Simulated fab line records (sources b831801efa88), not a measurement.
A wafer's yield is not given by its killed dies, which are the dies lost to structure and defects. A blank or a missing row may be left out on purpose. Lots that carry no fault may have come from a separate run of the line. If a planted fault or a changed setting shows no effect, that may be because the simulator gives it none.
Which tool is to blame? + flow sky130 + 11 lots with 33 wafers sampled at 2 steps, on a route of 708 steps

WHAT EACH GAUGE READ, for each wafer
SKY_NWELL_RS_MEAS_29: a four-point-probe measurement.
| lot  | measured     | on            | NWELL_RS (ohm/sq) |
|------|--------------|---------------|-------------------|
| L427 | day 5 06:56  | film_metro-02 | 623.9 624.2 623.1 |
| L431 | day 6 06:26  | film_metro-02 | 626.1 626.3 624.2 |
| L433 | day 6 19:39  | film_metro-03 | 626.5 624.4 623.8 |
| L436 | day 7 10:32  | film_metro-01 | 635.9 637.2 636.7 |
| L438 | day 7 23:32  | film_metro-03 | 632.1 632.9 632.9 |
| L439 | day 8 08:56  | film_metro-03 | 624.8 627.1 626.5 |
| L445 | day 9 20:46  | film_metro-01 | 627.2 625.4 625.7 |
| L446 | day 10 09:05 | film_metro-03 | 625.0 623.3 625.0 |
| L448 | day 10 15:35 | film_metro-01 | 628.4 626.1 625.6 |
| L449 | day 10 23:34 | film_metro-01 | 626.4 626.2 627.8 |
| L450 | day 11 04:14 | film_metro-03 | 622.2 621.9 621.9 |

WHAT TOOL EACH LOT RAN ON (gives the tool, then ch and the chambers of the sampled wafers, and finally the start)
| lot  | SKY_NWELL_IMPLANT_11            |
|------|---------------------------------|
| L427 | implanter-04 ch 0, day 4 11:58  |
| L431 | implanter-03 ch 0, day 5 12:51  |
| L433 | implanter-04 ch 0, day 6 00:31  |
| L436 | implanter-04 ch 0, day 6 14:08  |
| L438 | implanter-04 ch 0, day 7 02:50  |
| L439 | implanter-02 ch 0, day 7 11:50  |
| L445 | implanter-02 ch 0, day 8 22:34  |
| L446 | implanter-02 ch 0, day 9 10:32  |
| L448 | implanter-03 ch 0, day 9 17:53  |
| L449 | implanter-02 ch 0, day 10 00:53 |
| L450 | implanter-03 ch 0, day 10 05:11 |
- SKY_NWELL_IMPLANT_11

WHAT THE TOOLS THEMSELVES READ (means of the sampled wafers that have a number; where no wafer has one, the mark that the record gives instead)
SKY_NWELL_IMPLANT_11.
| lot  | tool         | beam_energy_keV |
|------|--------------|-----------------|
| L427 | implanter-04 | 400.01          |
| L431 | implanter-03 | 399.95          |
| L433 | implanter-04 | 399.87          |
| L436 | implanter-04 | 379.74          |
| L438 | implanter-04 | 379.58          |
| L439 | implanter-02 | 400.01          |
| L445 | implanter-02 | 399.89          |
| L446 | implanter-02 | 400.12          |
| L448 | implanter-03 | 400.10          |
| L449 | implanter-02 | 400.03          |
| L450 | implanter-03 | 399.94          |

THE ANSWER, worked out from the rows above alone
Rule: the lots themselves supply what counts as usual. The widest of any qualifying gaps counts: lots, ordered by their means at a reading, are off when they make up no more than a third of the lots, leave a main group of 4 or more, and stand apart from it by 3 or more times the standard deviation of that group's means. Not used: any main group whose means are identical at the precision the tables above print for the reading. A lot without any number at a reading at which 4 lots or more have one is off too. The other lots that the step has rows for count as sound. First the gauges in route order, then the tools' own readings, where a lot's mean is used as printed above. At the first step where some lot is off, the reading lying furthest off is the one used; lots without a number count as furthest.
Off: at SKY_NWELL_RS_MEAS_29 (NWELL_RS), L436, L438. Main group: mean 625.1 ohm/sq, sd 1.5.
A tool fits if, at a process step before that reading, it ran every lot that is off, and no sound lot after the first of them. Not tried: the gauges at SKY_NWELL_RS_MEAS_29; whatever is off there is also off at SKY_NWELL_IMPLANT_11, on other tools, and gauge error can't account for it. One fits: implanter-04 at SKY_NWELL_IMPLANT_11. A fault onset in the window from L433 (day 6 00:31, its last sound lot) to L436 (day 6 14:08, its first lot off) fits.
The tool's own readings at SKY_NWELL_IMPLANT_11 bear it out: on the lots that are off they differ by more than 5 times the standard deviation of the sound lots' means. beam_energy_keV reads 379.66 there against 399.99 on the sound lots.

WHAT THE SIMULATOR HAD PUT IN
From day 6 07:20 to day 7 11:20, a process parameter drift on implanter-04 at SKY_NWELL_IMPLANT_11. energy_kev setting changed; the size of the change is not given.
Struck lots among those shown: L436, L438. This agrees with what the rule above found.
